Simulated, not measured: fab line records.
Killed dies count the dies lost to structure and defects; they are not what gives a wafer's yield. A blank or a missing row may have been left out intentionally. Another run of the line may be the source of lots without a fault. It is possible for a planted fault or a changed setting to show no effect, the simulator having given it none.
The tool behind it: which one? / flow sky130 / Sampling: 13 lots, 37 wafers, 5 of 708 route steps

## WHAT EACH GAUGE READ, for each wafer
SKY_POLY_GATE_CD_MEAS_22. Usual: cdNm reads 149.7 nm (standard deviation 2.3).
lot=L344; measured=day 17 07:07; on=cdSem-02; cdNm (nm)=155.1 151.9 150.0; flag=
lot=L348; measured=day 19 00:58; on=cdSem-02; cdNm (nm)=147.0 150.2 148.2; flag=
lot=L350; measured=day 19 01:07; on=cdSem-02; cdNm (nm)=149.3 146.0 149.2; flag=
lot=L351; measured=day 19 15:07; on=cdSem-01; cdNm (nm)=148.7 153.0 154.4; flag=
lot=L352; measured=day 20 01:59; on=cdSem-01; cdNm (nm)=153.5 149.9 151.0; flag=
lot=L355; measured=day 20 22:01; on=cdSem-02; cdNm (nm)=151.7 151.3 150.3; flag=
lot=L356; measured=day 21 03:49; on=cdSem-01; cdNm (nm)=147.8 152.2 147.9; flag=
lot=L357; measured=day 21 22:14; on=cdSem-01; cdNm (nm)=148.7 147.5; flag=
lot=L358; measured=day 22 06:01; on=cdSem-01; cdNm (nm)=145.7 150.7 148.3; flag=
lot=L362; measured=day 23 06:28; on=cdSem-02; cdNm (nm)=146.0 149.0; flag=
lot=L364; measured=day 23 17:56; on=cdSem-02; cdNm (nm)=153.9 151.7 152.6; flag=
lot=L366; measured=day 24 07:11; on=cdSem-02; cdNm (nm)=148.1 148.6 151.7; flag=
lot=L365; measured=day 24 08:08; on=cdSem-02; cdNm (nm)=146.5 152.0 149.0; flag=

SKY_LDD_HVP_TW_MEAS_10. Usual: for LDD_HVP_TW the level is 451 and the standard deviation is 5.5.
lot=L344; measured=day 22 11:03; on=filmMetro-02; LDD_HVP_TW=449 451 450; flag=
lot=L348; measured=day 24 05:11; on=filmMetro-04; LDD_HVP_TW=443 443 444; flag=
lot=L350; measured=day 24 06:06; on=filmMetro-01; LDD_HVP_TW=454 456 457; flag=
lot=L351; measured=day 24 18:36; on=filmMetro-02; LDD_HVP_TW=448 451 449; flag=
lot=L352; measured=day 25 04:32; on=filmMetro-01; LDD_HVP_TW=460 456 459; flag=
lot=L355; measured=day 25 22:04; on=filmMetro-04; LDD_HVP_TW=447 444 444; flag=
lot=L356; measured=day 26 04:52; on=filmMetro-01; LDD_HVP_TW=460 455 459; flag=
lot=L357; measured=day 26 23:08; on=filmMetro-01; LDD_HVP_TW=454 73; flag=OFF
lot=L358; measured=day 27 06:34; on=filmMetro-04; LDD_HVP_TW=74 445 444; flag=OFF
lot=L362; measured=day 28 05:46; on=filmMetro-01; LDD_HVP_TW=73 456; flag=OFF
lot=L364; measured=day 28 16:02; on=filmMetro-04; LDD_HVP_TW=446 441 442; flag=
lot=L366; measured=day 29 03:07; on=filmMetro-01; LDD_HVP_TW=459 459 459; flag=
lot=L365; measured=day 29 05:53; on=filmMetro-04; LDD_HVP_TW=444 448 446; flag=

SKY_LDD_LDN_OVL_MEAS_07. Usual: for LDD_LDN_OVL the level is -0.1 nm and the standard deviation is 1.3.
lot=L344; measured=day 23 16:34; on=overlay-02; LDD_LDN_OVL (nm)=0.5 0.3 2.0; flag=
lot=L348; measured=day 25 10:31; on=overlay-01; LDD_LDN_OVL (nm)=-1.1 -3.4 -0.5; flag=
lot=L350; measured=day 25 11:43; on=overlay-01; LDD_LDN_OVL (nm)=-1.3 -1.1 -0.2; flag=
lot=L351; measured=day 25 23:49; on=overlay-02; LDD_LDN_OVL (nm)=-1.4 -0.9 -2.4; flag=
lot=L352; measured=day 26 10:07; on=overlay-02; LDD_LDN_OVL (nm)=0.9 0.8 0.0; flag=
lot=L355; measured=day 27 03:16; on=overlay-01; LDD_LDN_OVL (nm)=0.3 -1.3 -0.3; flag=
lot=L356; measured=day 27 09:43; on=overlay-02; LDD_LDN_OVL (nm)=-1.3 -1.5 -1.1; flag=
lot=L357; measured=day 28 03:35; on=overlay-02; LDD_LDN_OVL (nm)=0.7 -0.4; flag=
lot=L358; measured=day 28 11:43; on=overlay-02; LDD_LDN_OVL (nm)=-0.8 -0.9 -2.1; flag=
lot=L362; measured=day 29 09:31; on=overlay-01; LDD_LDN_OVL (nm)=1.4 1.2; flag=
lot=L364; measured=day 29 19:49; on=overlay-02; LDD_LDN_OVL (nm)=-1.6 -0.9 -0.8; flag=
lot=L366; measured=day 30 05:53; on=overlay-01; LDD_LDN_OVL (nm)=0.8 1.6 1.5; flag=
lot=L365; measured=day 30 09:19; on=overlay-01; LDD_LDN_OVL (nm)=2.0 1.9 0.3; flag=

## WHAT TOOL EACH LOT RAN ON (gives the tool, then ch and the chambers of the sampled wafers, and finally the start)
lot=L344; SKY_LDD_HVP_DEVELOP_06=lithoTrack-04 ch 0, day 22 10:37; SKY_LDD_HVP_STRIP_09=plasmaAsher-02 ch 0,1, day 22 10:57
lot=L348; SKY_LDD_HVP_DEVELOP_06=lithoTrack-03 ch 0, day 24 04:46; SKY_LDD_HVP_STRIP_09=plasmaAsher-01 ch 0,1, day 24 05:05
lot=L350; SKY_LDD_HVP_DEVELOP_06=lithoTrack-04 ch 0, day 24 05:40; SKY_LDD_HVP_STRIP_09=plasmaAsher-02 ch 0,1, day 24 06:00
lot=L351; SKY_LDD_HVP_DEVELOP_06=lithoTrack-04 ch 0, day 24 18:10; SKY_LDD_HVP_STRIP_09=plasmaAsher-01 ch 1, day 24 18:30
lot=L352; SKY_LDD_HVP_DEVELOP_06=lithoTrack-02 ch 0, day 25 04:07; SKY_LDD_HVP_STRIP_09=plasmaAsher-01 ch 0,1, day 25 04:26
lot=L355; SKY_LDD_HVP_DEVELOP_06=lithoTrack-02 ch 0, day 25 21:40; SKY_LDD_HVP_STRIP_09=plasmaAsher-02 ch 0,1, day 25 21:59
lot=L356; SKY_LDD_HVP_DEVELOP_06=lithoTrack-02 ch 0, day 26 04:28; SKY_LDD_HVP_STRIP_09=plasmaAsher-02 ch 0,1, day 26 04:47
lot=L357; SKY_LDD_HVP_DEVELOP_06=lithoTrack-04 ch 0, day 26 22:44; SKY_LDD_HVP_STRIP_09=plasmaAsher-04 ch 0, day 26 23:02
lot=L358; SKY_LDD_HVP_DEVELOP_06=lithoTrack-04 ch 0, day 27 06:08; SKY_LDD_HVP_STRIP_09=plasmaAsher-04 ch 0,1, day 27 06:27
lot=L362; SKY_LDD_HVP_DEVELOP_06=lithoTrack-04 ch 0, day 28 05:20; SKY_LDD_HVP_STRIP_09=plasmaAsher-02 ch 1, day 28 05:39
lot=L364; SKY_LDD_HVP_DEVELOP_06=lithoTrack-02 ch 0, day 28 15:37; SKY_LDD_HVP_STRIP_09=plasmaAsher-01 ch 0,1, day 28 15:56
lot=L366; SKY_LDD_HVP_DEVELOP_06=lithoTrack-03 ch 0, day 29 02:43; SKY_LDD_HVP_STRIP_09=plasmaAsher-04 ch 0,1, day 29 03:01
lot=L365; SKY_LDD_HVP_DEVELOP_06=lithoTrack-03 ch 0, day 29 05:26; SKY_LDD_HVP_STRIP_09=plasmaAsher-01 ch 0,1, day 29 05:47
- SKY_LDD_HVP_DEVELOP_06: develop time 60 s.
- SKY_LDD_HVP_STRIP_09: strips in O2/N2.

## AS READ BY THE TOOLS THEMSELVES (means over the sampled wafers that have a number; for cases with no such wafer, the mark the record gives instead)
SKY_LDD_HVP_DEVELOP_06. Usual: exhaustPa reads 44.9 Pa (standard deviation 0.94).
lot=L344; tool=lithoTrack-04; exhaustPa (Pa)=45.1; flag=
lot=L348; tool=lithoTrack-03; exhaustPa (Pa)=44.4; flag=
lot=L350; tool=lithoTrack-04; exhaustPa (Pa)=44.9; flag=
lot=L351; tool=lithoTrack-04; exhaustPa (Pa)=45.3; flag=
lot=L352; tool=lithoTrack-02; exhaustPa (Pa)=46.4; flag=
lot=L355; tool=lithoTrack-02; exhaustPa (Pa)=44.2; flag=
lot=L356; tool=lithoTrack-02; exhaustPa (Pa)=46.1; flag=
lot=L357; tool=lithoTrack-04; exhaustPa (Pa)=45.3; flag=
lot=L358; tool=lithoTrack-04; exhaustPa (Pa)=44.6; flag=
lot=L362; tool=lithoTrack-04; exhaustPa (Pa)=44.5; flag=
lot=L364; tool=lithoTrack-02; exhaustPa (Pa)=46.1; flag=
lot=L366; tool=lithoTrack-03; exhaustPa (Pa)=46.1; flag=
lot=L365; tool=lithoTrack-03; exhaustPa (Pa)=45.4; flag=

SKY_LDD_HVP_STRIP_09. Usual: chamberPressureMTorr 1500.0 mTorr, standard deviation 1.3; drypumpMotorCurrentA 5.6 A, standard deviation 0.59; oesProductAu 0.408 a.u., standard deviation 0.005; stripTimeToEndpointS 4.134 s, standard deviation 0.013.
lot=L344; tool=plasmaAsher-02; chamberPressureMTorr (mTorr)=1499.9; drypumpMotorCurrentA (A)=6.4; oesProductAu (a.u.)=0.412; stripTimeToEndpointS (s)=4.135; flag=
lot=L348; tool=plasmaAsher-01; chamberPressureMTorr (mTorr)=1501.3; drypumpMotorCurrentA (A)=5.5; oesProductAu (a.u.)=0.409; stripTimeToEndpointS (s)=4.145; flag=
lot=L350; tool=plasmaAsher-02; chamberPressureMTorr (mTorr)=1499.6; drypumpMotorCurrentA (A)=6.0; oesProductAu (a.u.)=0.411; stripTimeToEndpointS (s)=4.132; flag=
lot=L351; tool=plasmaAsher-01; chamberPressureMTorr (mTorr)=1499.8; drypumpMotorCurrentA (A)=4.8; oesProductAu (a.u.)=0.405; stripTimeToEndpointS (s)=4.135; flag=
lot=L352; tool=plasmaAsher-01; chamberPressureMTorr (mTorr)=1500.6; drypumpMotorCurrentA (A)=5.2; oesProductAu (a.u.)=0.403; stripTimeToEndpointS (s)=4.144; flag=
lot=L355; tool=plasmaAsher-02; chamberPressureMTorr (mTorr)=1500.2; drypumpMotorCurrentA (A)=6.3; oesProductAu (a.u.)=0.408; stripTimeToEndpointS (s)=4.153; flag=
lot=L356; tool=plasmaAsher-02; chamberPressureMTorr (mTorr)=1500.1; drypumpMotorCurrentA (A)=6.4; oesProductAu (a.u.)=0.404; stripTimeToEndpointS (s)=4.140; flag=
lot=L357; tool=plasmaAsher-04; chamberPressureMTorr (mTorr)=1500.2; drypumpMotorCurrentA (A)=5.0; oesProductAu (a.u.)=0.408; stripTimeToEndpointS (s)=4.143; flag=
lot=L358; tool=plasmaAsher-04; chamberPressureMTorr (mTorr)=1498.6; drypumpMotorCurrentA (A)=5.6; oesProductAu (a.u.)=0.407; stripTimeToEndpointS (s)=4.131; flag=
lot=L362; tool=plasmaAsher-02; chamberPressureMTorr (mTorr)=1502.4; drypumpMotorCurrentA (A)=5.7; oesProductAu (a.u.)=0.407; stripTimeToEndpointS (s)=4.127; flag=
lot=L364; tool=plasmaAsher-01; chamberPressureMTorr (mTorr)=1499.2; drypumpMotorCurrentA (A)=5.2; oesProductAu (a.u.)=0.409; stripTimeToEndpointS (s)=4.135; flag=
lot=L366; tool=plasmaAsher-04; chamberPressureMTorr (mTorr)=1500.5; drypumpMotorCurrentA (A)=5.6; oesProductAu (a.u.)=0.410; stripTimeToEndpointS (s)=4.119; flag=
lot=L365; tool=plasmaAsher-01; chamberPressureMTorr (mTorr)=1499.8; drypumpMotorCurrentA (A)=5.5; oesProductAu (a.u.)=0.404; stripTimeToEndpointS (s)=4.135; flag=

## THE ANSWER, worked out from the rows above alone
Rule: a lot is off if the mean of its wafers that have a number lies more than 3 standard deviations from the usual mean. Also off: a lot with no number at a reading for which 4 or more lots have one. All remaining lots with rows at the step are treated as sound. First the gauges in route order, then the tools' own readings, where a lot's mean is used as printed above. The first step at which some lot is off is used, and at that step the reading that is off furthest; a lot without a number counts as furthest.
Off: L357, L358, L362, at SKY_LDD_HVP_TW_MEAS_10 (LDD_HVP_TW).
A tool fits if, at a process step before that reading, it ran every lot that is off, and no sound lot after the first of them. Gauges at SKY_LDD_HVP_TW_MEAS_10: tried the same way as those tools. One fits: SKY_LDD_HVP_DEVELOP_06 on lithoTrack-04. A fault onset in the window from L351 (day 24 18:10, its last sound lot) to L357 (day 26 22:44, its first lot off) fits.

## WHAT THE SIMULATOR HAD PUT IN
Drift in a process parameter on lithoTrack-04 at SKY_LDD_HVP_DEVELOP_06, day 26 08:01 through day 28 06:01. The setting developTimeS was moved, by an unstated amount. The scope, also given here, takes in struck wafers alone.
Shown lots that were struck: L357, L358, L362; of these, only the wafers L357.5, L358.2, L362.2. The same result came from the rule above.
